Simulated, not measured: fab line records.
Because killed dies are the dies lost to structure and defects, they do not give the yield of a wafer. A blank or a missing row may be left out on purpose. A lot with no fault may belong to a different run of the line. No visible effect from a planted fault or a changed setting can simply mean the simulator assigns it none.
fab line records    flow sky130
record: lots: 14  wafers: 42  last-day: 50
route steps=708 shown NWELL@75 VT_ADJUST_HVTP@92 PAD_OPEN@708
lots that met no fault: from a run of the same line without faults
start-h: hours from the record's first day to the start of the lot's first wafer shown    wait-h: how many hours have passed since the lot's step before this one    " the same as in the row above    L1.1+2: one row covering several wafers at once    - value missing, or start not given    * or withheld: withheld    < > ~ a bound
route shown NAME@n: names a module that has steps shown in the file, with the first one's number in the route    usual: mean/standard deviation taken from wafers without a fault    same: alike in all rows    chamber/n: place in a boat    sites: the reading at each site    _std_site: their standard deviation    _edge_site: outer sites' mean less inner sites'    radius-mm: how far each site lies from the wafer's centre    mask NAME#n: copy n    behind: the most recent tool/chamber to have shaped the wafer    hold: cause of the lot's hold/its duration in hours/its outcome    device: names the non-switching transistor (n, p or np)    end of line: the same wafers' tests at the end of the route    a step given without rows: its recipe and nothing more    killed: the dies lost at the first sort to structure and to defects; this is not the yield of the wafer    map: a wafer's dies, x killed, . not, _ none there
set.NAME: the setting the step ran with; set.NAME@STEP: the setting that earlier step ran with    model.NAME: the simulator's own value behind a step, which no gauge read
a sample of lots followed through the steps of the route, with each step as a table and each wafer as a row
services: when a tool's chamber went out of use (start-h, in hours from the record's first day, below 0 if earlier), for how many hours, and the reason
== steps ==
step: SKY_NWELL_DEVELOP_22
recipe: wall-angle-deg: 90  developer: TMAH  develop-time-s: 60  dev-temp-c: 23
usual: developer-temp-C: 23.00/0.11
lot.wafer  tool            chamber  start-h  wait-h  developer-temp-C
L874.1     litho-track-01  0        109      -       23.00
L874.3     "               0        "        "       22.82
L874.5     "               0        "        "       22.95
L875.1     litho-track-01  0        114      -       23.02
L875.2     "               0        "        "       22.84
L875.3     "               0        "        "       22.94
L877.2     litho-track-01  0        123      -       22.98
L877.4     "               0        "        "       22.75
L877.6     "               0        "        "       22.94
L878.2     litho-track-04  0        128      -       23.03
L878.3     "               0        "        "       23.15
L878.5     "               0        129      -       23.14
L880.2     litho-track-03  0        140      -       22.83
L880.4     "               0        "        "       22.91
L880.5     "               0        "        "       22.99
L883.1     litho-track-01  0        158      -       25.15
L883.4     "               0        "        "       25.19
L883.6     "               0        "        "       25.18
L884.1     litho-track-01  0        171      -       25.40
L884.2     "               0        "        "       25.24
L884.6     "               0        "        "       25.22
L886.1     litho-track-01  0        180      -       25.56
L886.4     "               0        "        "       25.32
L886.5     "               0        "        "       25.55
L890.1     litho-track-03  0        200      -       22.97
L890.2     "               0        "        "       23.03
L890.5     "               0        "        "       23.12
L893.1     litho-track-04  0        217      -       23.17
L893.3     "               0        "        "       23.07
L893.6     "               0        "        "       23.18
L894.2     litho-track-03  0        225      -       22.96
L894.4     "               0        "        "       23.21
L894.5     "               0        "        "       22.96
L895.3     litho-track-01  0        230      -       22.83
L895.5     "               0        "        "       23.14
L895.6     "               0        "        "       22.91
L896.3     litho-track-01  0        239      -       23.15
L896.5     "               0        "        "       22.94
L896.6     "               0        "        "       23.01
L897.2     litho-track-01  0        246      -       22.88
L897.4     "               0        "        "       22.92
L897.6     "               0        247      -       23.06
step: SKY_NWELL_RTA_28
recipe: temp-c: 1050  time-s: 30  idle-temp-c: 650  ramp-up-c-per-s: 150  ramp-down-c-per-s: 90  ambient: N2
usual: lamp-power-pct: 25.30/0.053  ramp-up-c-per-s: 150.00/0.025  wafer_temp_C_max: 1054.9/1
lot.wafer  tool           chamber  start-h  wait-h  lamp-power-pct  ramp-up-c-per-s  wafer_temp_C_max
L874.1     rtp-anneal-02  0        109.83   0.0     25.31           150.03           1054.5
L874.3     "              0        "        "       25.42           150.01           1054.3
L874.5     "              0        "        "       25.34           150.00           1054.1
L875.1     rtp-anneal-01  0        114.97   0.0     25.35           150.02           1053.8
L875.2     "              0        "        "       25.24           150.02           1053.7
L875.3     "              0        "        "       25.27           149.98           1055.4
L877.2     rtp-anneal-02  0        123.89   0.0     25.22           150.01           1054.6
L877.4     "              0        "        "       25.19           150.00           1054.8
L877.6     "              0        "        "       25.31           149.99           1056.4
L878.2     rtp-anneal-01  0        129.48   0.0     25.35           149.99           1053.7
L878.3     "              0        "        "       25.24           150.00           1055.3
L878.5     "              0        "        "       25.27           150.03           1055.0
L880.2     rtp-anneal-02  0        140.64   0.0     25.41           149.98           1054.8
L880.4     "              0        "        "       25.36           150.01           1054.8
L880.5     "              0        "        "       25.32           150.00           1054.1
L883.1     rtp-anneal-01  0        158.97   0.0     25.26           149.99           1054.2
L883.4     "              0        "        "       25.31           149.99           1054.8
L883.6     "              0        "        "       25.30           150.01           1055.1
L884.1     rtp-anneal-01  0        172.42   0.0     25.26           150.00           1055.4
L884.2     "              0        "        "       25.31           150.02           1053.5
L884.6     "              0        "        "       25.18           150.06           1053.0
L886.1     rtp-anneal-02  0        180.97   0.0     25.33           149.99           1053.7
L886.4     "              0        "        "       25.28           150.01           1054.1
L886.5     "              0        "        "       25.33           150.01           1054.8
L890.1     rtp-anneal-01  0        200.82   0.0     25.29           150.00           1056.9
L890.2     "              0        "        "       25.33           149.98           1054.4
L890.5     "              0        "        "       25.34           149.97           1054.5
L893.1     rtp-anneal-01  0        218.01   0.0     25.32           149.99           1056.3
L893.3     "              0        "        "       25.24           149.99           1055.0
L893.6     "              0        "        "       25.33           150.00           1055.0
L894.2     rtp-anneal-02  0        226.14   0.0     25.36           149.96           1055.5
L894.4     "              0        "        "       25.33           150.01           1053.8
L894.5     "              0        "        "       25.28           149.98           1054.3
L895.3     rtp-anneal-02  0        231.31   0.0     25.24           150.03           1056.7
L895.5     "              0        "        "       25.36           150.03           1053.2
L895.6     "              0        "        "       25.34           150.02           1055.9
L896.3     rtp-anneal-02  0        239.76   0.0     25.38           150.00           1054.8
L896.5     "              0        "        "       25.30           150.07           1056.6
L896.6     "              0        "        "       25.32           149.99           1054.2
L897.2     rtp-anneal-01  0        247.49   0.0     25.30           150.00           1054.4
L897.4     "              0        "        "       25.18           150.01           1054.7
L897.6     "              0        "        "       25.30           150.03           1056.5
step: SKY_NWELL_RS_MEAS_29
recipe: thk-meas-gauge: four-point-probe
usual: NWELL_RS: 625.3/1.5
lot.wafer  tool           chamber  start-h  wait-h  NWELL_RS[ohm/sq]
L874.1     film-metro-02  -        109.93   0.1     624.4
L874.3     "              -        "        "       626.6
L874.5     "              -        "        "       625.4
L875.1     film-metro-01  -        115.07   0.1     627.1
L875.2     "              -        "        "       627.6
L875.3     "              -        "        "       626.6
L877.2     film-metro-02  -        123.99   0.1     625.5
L877.4     "              -        "        "       626.8
L877.6     "              -        "        "       625.6
L878.2     film-metro-04  -        129.58   0.1     626.8
L878.3     "              -        "        "       628.1
L878.5     "              -        "        "       626.5
L880.2     film-metro-01  -        140.74   0.1     626.3
L880.4     "              -        "        "       623.9
L880.5     "              -        "        "       624.5
L883.1     film-metro-04  -        159.07   0.1     627.9
L883.4     "              -        "        "       626.7
L883.6     "              -        "        "       626.4
L884.1     film-metro-02  -        172.52   0.1     624.7
L884.2     "              -        "        "       625.6
L884.6     "              -        "        "       625.0
L886.1     film-metro-04  -        181.17   0.2     622.7
L886.4     "              -        "        "       625.6
L886.5     "              -        "        "       625.0
L890.1     film-metro-02  -        200.92   0.1     625.8
L890.2     "              -        "        "       624.9
L890.5     "              -        "        "       626.0
L893.1     film-metro-04  -        218.11   0.1     626.8
L893.3     "              -        "        "       625.7
L893.6     "              -        "        "       626.4
L894.2     film-metro-02  -        226.24   0.1     623.4
L894.4     "              -        "        "       624.1
L894.5     "              -        "        "       623.5
L895.3     film-metro-04  -        231.41   0.1     626.4
L895.5     "              -        "        "       624.0
L895.6     "              -        "        "       624.6
L896.3     film-metro-01  -        239.86   0.1     622.4
L896.5     "              -        "        "       624.9
L896.6     "              -        "        "       623.1
L897.2     film-metro-01  -        247.59   0.1     622.7
L897.4     "              -        "        "       624.9
L897.6     "              -        "        "       624.2
step: SKY_VT_ADJUST_HVTP_CD_MEAS_07
recipe: target-cd-nm: 380
usual: cd-nm: 379.0/2.6
lot.wafer  tool       chamber  start-h  wait-h  cd-nm
L874.1     cd-sem-01  -        128.77   0.1     379.4
L874.3     "          -        "        "       380.3
L874.5     "          -        "        "       377.4
L875.1     cd-sem-02  -        134.33   0.1     380.9
L875.2     "          -        "        "       380.4
L875.3     "          -        "        "       379.1
L877.2     cd-sem-01  -        142.74   0.1     381.0
L877.4     "          -        "        "       381.7
L877.6     "          -        "        "       380.8
L878.2     cd-sem-01  -        148.49   0.1     380.9
L878.3     "          -        "        "       382.1
L878.5     "          -        "        "       382.5
L880.2     cd-sem-02  -        161.20   0.1     384.0
L880.4     "          -        "        "       380.9
L880.5     "          -        "        "       381.5
L883.1     cd-sem-01  -        179.82   0.1     383.0
L883.4     "          -        "        "       382.1
L883.6     "          -        "        "       381.3
L884.1     cd-sem-02  -        193.43   0.1     375.3
L884.2     "          -        "        "       374.2
L884.6     "          -        "        "       377.9
L886.1     cd-sem-02  -        202.58   0.1     380.8
L886.4     "          -        "        "       379.6
L886.5     "          -        "        "       379.4
L890.1     cd-sem-01  -        222.43   0.1     382.2
L890.2     "          -        "        "       379.2
L890.5     "          -        "        "       381.9
L893.1     cd-sem-02  -        239.97   0.1     384.4
L893.3     "          -        "        "       383.0
L893.6     "          -        "        "       384.4
L894.2     cd-sem-02  -        248.24   0.1     375.2
L894.4     "          -        "        "       373.9
L894.5     "          -        "        "       373.3
L895.3     cd-sem-02  -        254.86   0.1     376.9
L895.5     "          -        "        "       378.3
L895.6     "          -        "        "       374.7
L896.3     cd-sem-01  -        263.46   0.1     376.4
L896.5     "          -        "        "       375.5
L896.6     "          -        "        "       376.9
L897.2     cd-sem-01  -        271.60   0.1     377.9
L897.4     "          -        "        "       379.0
L897.6     "          -        "        "       377.3
step: SKY_PAD_OPEN_PROBE_99
usual: killed_at_M0_to_M3: 42/6.6  killed_at_M4_up: 3.0/1.7  killed-at-contacts: 24/5.3  killed-at-front-end: 15/4.5  killed-at-other: 0.2/0.49  killed-dies: 83/9  killed-open: 45/6.9  killed-short: 38/5.8
same: gross-dies: 492  killed-at-back-side: 0
lot.wafer  tool       chamber  start-h  wait-h  killed_at_M0_to_M3  killed_at_M4_up  killed-at-contacts  killed-at-front-end  killed-at-other  killed-dies  killed-open  killed-short
L878.2     prober-01  -        1116.31  0.1     37                  3                29                  8                    0                77           41           36
L878.3     prober-01  -        1116.36  0.2     41                  6                30                  16                   0                93           51           42
L878.5     prober-01  -        1116.46  0.2     40                  4                28                  9                    0                81           47           34
L883.1     prober-02  -        1130.22  0.1     42                  0                28                  16                   2                88           48           40
L883.4     prober-02  -        1130.37  0.2     53                  2                24                  13                   0                92           56           36
L883.6     prober-02  -        1130.47  0.2     39                  5                11                  14                   0                69           41           28
L884.1     prober-01  -        1152.90  0.1     37                  0                25                  17                   0                79           37           41
L884.2     prober-01  -        1152.95  0.1     42                  0                29                  19                   0                90           57           33
L884.6     prober-01  -        1153.15  0.2     39                  2                22                  13                   0                76           37           39
L886.1     prober-01  -        1156.88  0.1     47                  5                28                  22                   0                102          52           49
L886.4     prober-01  -        1157.03  0.2     35                  5                24                  9                    0                73           36           37
L886.5     prober-01  -        1157.08  0.2     43                  4                28                  21                   0                96           57           39
L890.1     prober-01  -        1168.44  0.1     47                  2                31                  12                   0                92           48           44
L890.2     prober-01  -        1168.49  0.1     41                  3                32                  9                    2                87           41           44
L890.5     prober-01  -        1168.64  0.2     49                  2                38                  15                   0                104          51           53
L893.1     prober-02  -        1186.00  0.1     38                  4                29                  18                   0                89           49           39
L893.3     prober-02  -        1186.10  0.2     41                  7                24                  16                   0                88           48           39
L893.6     prober-02  -        1186.25  0.2     60                  5                26                  11                   0                102          56           46
killed by level:class
L878.2 CONTACT:geometric-particle:open=10 LI_CONTACT:geometric-particle:open=8 VIA1:geometric-particle:open=7 VIA1:geometric-particle:short=7 VIA3:geometric-particle:open=7 LI_CONTACT:geometric-particle:short=4 CONTACT:geometric-particle:short=4 METAL2:geometric-particle:short=4
L878.3 CONTACT:geometric-particle:open=12 METAL2:geometric-particle:short=8 VIA1:geometric-particle:open=8 VIA3:geometric-particle:open=8 LI_CONTACT:geometric-particle:open=7 SPACER:geometric-particle:open=6 CONTACT:geometric-particle:short=5 METAL4:geometric-particle:short=5
L878.5 CONTACT:geometric-particle:open=15 VIA1:geometric-particle:open=9 VIA3:geometric-particle:open=8 METAL2:geometric-particle:short=6 VIA2:geometric-particle:open=6 METAL1:geometric-particle:short=5 LOCAL_INTERCONNECT:geometric-particle:short=4 METAL4:geometric-particle:short=4
L883.1 CONTACT:geometric-particle:open=13 METAL2:geometric-particle:short=8 VIA3:geometric-particle:open=7 LI_CONTACT:geometric-particle:open=6 VIA1:geometric-particle:open=6 LOCAL_INTERCONNECT:geometric-particle:short=5 VIA2:geometric-particle:open=5 METAL3:geometric-particle:short=5
L883.4 CONTACT:geometric-particle:open=11 VIA1:geometric-particle:open=10 METAL2:geometric-particle:short=10 LI_CONTACT:geometric-particle:open=9 VIA3:geometric-particle:open=9 METAL1:geometric-particle:short=7 POLY_GATE:geometric-particle:open=6 POLY_GATE:geometric-particle:short=3
L883.6 VIA3:geometric-particle:open=9 VIA1:geometric-particle:open=7 METAL2:geometric-particle:short=7 FIELD_ISO:geometric-particle:open=5 POLY_GATE:geometric-particle:open=4 METAL1:geometric-particle:short=4 LI_CONTACT:geometric-particle:open=4 CONTACT:geometric-particle:open=4
L884.1 VIA1:geometric-particle:open=11 CONTACT:geometric-particle:open=8 CONTACT:geometric-particle:short=6 VIA1:geometric-particle:short=6 LI_CONTACT:geometric-particle:short=5 VIA3:geometric-particle:open=5 POLY_GATE:geometric-particle:short=4 METAL1:geometric-particle:short=4
L884.2 CONTACT:geometric-particle:open=15 VIA1:geometric-particle:open=13 VIA3:geometric-particle:open=7 CONTACT:geometric-particle:short=6 SPACER:geometric-particle:short=5 FIELD_ISO:geometric-particle:open=4 SPACER:geometric-particle:open=4 LI_CONTACT:geometric-particle:open=4
L884.6 VIA1:geometric-particle:open=8 METAL2:geometric-particle:short=6 CONTACT:geometric-particle:short=6 LI_CONTACT:geometric-particle:open=5 CONTACT:geometric-particle:open=5 VIA2:geometric-particle:short=5 METAL3:geometric-particle:short=5 VIA3:geometric-particle:open=5
L886.1 VIA1:geometric-particle:open=13 CONTACT:geometric-particle:open=11 VIA1:geometric-particle:short=8 POLY_GATE:geometric-particle:open=7 VIA3:geometric-particle:open=7 POLY_GATE:geometric-particle:short=6 FIELD_ISO:geometric-particle:short=5 METAL1:geometric-particle:short=5
L886.4 CONTACT:geometric-particle:open=9 VIA1:geometric-particle:open=7 LI_CONTACT:geometric-particle:open=6 CONTACT:geometric-particle:short=5 VIA1:geometric-particle:short=5 VIA3:geometric-particle:open=5 METAL4:geometric-particle:short=5 METAL1:geometric-particle:short=4
L886.5 VIA1:geometric-particle:open=16 CONTACT:geometric-particle:open=13 METAL2:geometric-particle:short=8 LI_CONTACT:geometric-particle:open=8 FIELD_ISO:geometric-particle:short=7 POLY_GATE:geometric-particle:open=6 POLY_GATE:geometric-particle:short=5 VIA1:geometric-particle:short=4
L890.1 VIA1:geometric-particle:open=13 CONTACT:geometric-particle:short=9 CONTACT:geometric-particle:open=8 METAL2:geometric-particle:short=8 VIA3:geometric-particle:open=8 VIA2:geometric-particle:open=6 LI_CONTACT:geometric-particle:open=5 METAL1:geometric-particle:short=5
L890.2 VIA1:geometric-particle:open=11 CONTACT:geometric-particle:open=9 VIA1:geometric-particle:short=9 LI_CONTACT:geometric-particle:short=7 METAL2:geometric-particle:short=7 CONTACT:geometric-particle:short=7 LI_CONTACT:geometric-particle:open=6 FIELD_ISO:geometric-particle:short=3
L890.5 CONTACT:geometric-particle:open=18 METAL2:geometric-particle:short=8 METAL1:geometric-particle:short=7 VIA1:geometric-particle:short=7 LOCAL_INTERCONNECT:geometric-particle:short=6 CONTACT:geometric-particle:short=6 FIELD_ISO:geometric-particle:short=5 POLY_GATE:geometric-particle:open=5
L893.1 CONTACT:geometric-particle:open=10 METAL2:geometric-particle:short=9 LI_CONTACT:geometric-particle:open=8 VIA1:geometric-particle:open=7 FIELD_ISO:geometric-particle:open=6 CONTACT:geometric-particle:short=6 FIELD_ISO:geometric-particle:short=4 SPACER:geometric-particle:open=4
L893.3 CONTACT:geometric-particle:open=9 VIA1:geometric-particle:open=9 LI_CONTACT:geometric-particle:open=7 METAL1:geometric-particle:short=6 VIA3:geometric-particle:open=6 METAL4:geometric-particle:short=6 VIA2:geometric-particle:open=5 FIELD_ISO:geometric-particle:short=3
L893.6 VIA3:geometric-particle:open=14 CONTACT:geometric-particle:open=10 VIA2:geometric-particle:open=10 VIA1:geometric-particle:short=6 VIA1:geometric-particle:open=6 LI_CONTACT:geometric-particle:open=5 LOCAL_INTERCONNECT:geometric-particle:short=5 METAL1:geometric-particle:short=5
== services ==
tool            chamber  start-h  hours  kind
litho-track-03  -        127.13   -      consumable-replace:filter
== key ==
first-sign: step: SKY_NWELL_DEVELOP_22  reading: developer-temp-C  direction: up  sigmas: 22  usual: *  struck: *
effect none on later readings
met-at SKY_NWELL_DEVELOP_22
struck-lots L883,L884,L886
tester-left-out L883,L884,L886
not-acting-at SKY_NWELL_RTA_28,SKY_NWELL_RS_MEAS_29,SKY_VT_ADJUST_HVTP_CD_MEAS_07
onset-between 123 158
fault: kind: process-parameter-drift  tool: litho-track-01  chamber: -  onset-h: 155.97  steps: SKY_NWELL_DEVELOP_22  channel: dev-temp-c  offset: *  shape: step  end-h: 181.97  acts-in: *  stated: *
tester-left-out: of these lots the tester's yield and bins aren't shown, on N5 and GAA mostly nor the transistor test; their killed dies are dies lost to structure and defects alone, not to doping, threshold or leakage, so they don't give the yield
